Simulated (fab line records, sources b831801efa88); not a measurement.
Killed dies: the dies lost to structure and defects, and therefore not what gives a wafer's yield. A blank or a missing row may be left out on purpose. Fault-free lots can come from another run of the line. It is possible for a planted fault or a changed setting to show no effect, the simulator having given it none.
Matching of chambers    flow sky130    4 sister chambers for SKY_CONTACT_CMP_27 on cmp-02
The step polishes, stops on SiO2, t overpolish 15 s, target thk 0 nm. 8 wafers are shown with their chamber, then 12 later ones without.

== WAFERS WITH THEIR CHAMBER ==
wafer   chamber  motor_current_A (A)  time_to_endpoint_s (s)
L089.1  0        11.5                 81
L090.2  3        12.8                 82
L091.3  3        13.4                 87
L092.4  1        10.6                 78
L092.6  2        12.5                 85
L093.2  2        12.0                 80
L093.3  0        11.2                 79
L093.4  1        10.3                 81

== WAFERS MISSING THEIR CHAMBER ==
wafer   motor_current_A (A)  time_to_endpoint_s (s)
L094.1  11.6                 79
L094.3  10.6                 77
L094.5  12.3                 80
L095.3  11.9                 83
L095.4  11.9                 78
L095.5  12.1                 82
L096.2  11.9                 82
L096.3  11.5                 82
L096.4  10.9                 81
L097.1  11.6                 80
L097.3  11.7                 80
L097.4  12.2                 77

== WHICH CHAMBER EACH ONE RAN IN ==
wafer    from the rows above            in truth
L094.1   can't be placed: 0 or 2        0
L094.3   can't be placed: 1 or 0        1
L094.5   2                              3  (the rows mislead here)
L095.3   can't be placed: 2 or 0        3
L095.4   can't be placed: 0 or 2        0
L095.5   can't be placed: 2 or 0        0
L096.2   can't be placed: 2 or 0        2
L096.3   can't be placed: 0 or 2        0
L096.4   can't be placed: 0 or 1        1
L097.1   can't be placed: 0 or 2        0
L097.3   can't be placed: 0 or 2        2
L097.4   can't be placed: 2 or 0 or 3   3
Placed correctly: 0 of 12. These rows do not allow placing 11 (true chamber among the candidates in 10). Wrongly placed: 1.
How it was worked out, from the rows above alone: a wafer's distance from a chamber is the root of the sum, over the readings, of the square of ((its reading less the chamber's mean) divided by the reading's scatter). The wafer belongs to the nearest chamber; if the next one is less than 2 further off, it can't be placed. Each chamber's mean is taken over the wafers shown for it. The scatter: take each reading less its chamber's mean, square it, sum over the shown wafers, divide by the number of wafers less the number of chambers, and take the root.
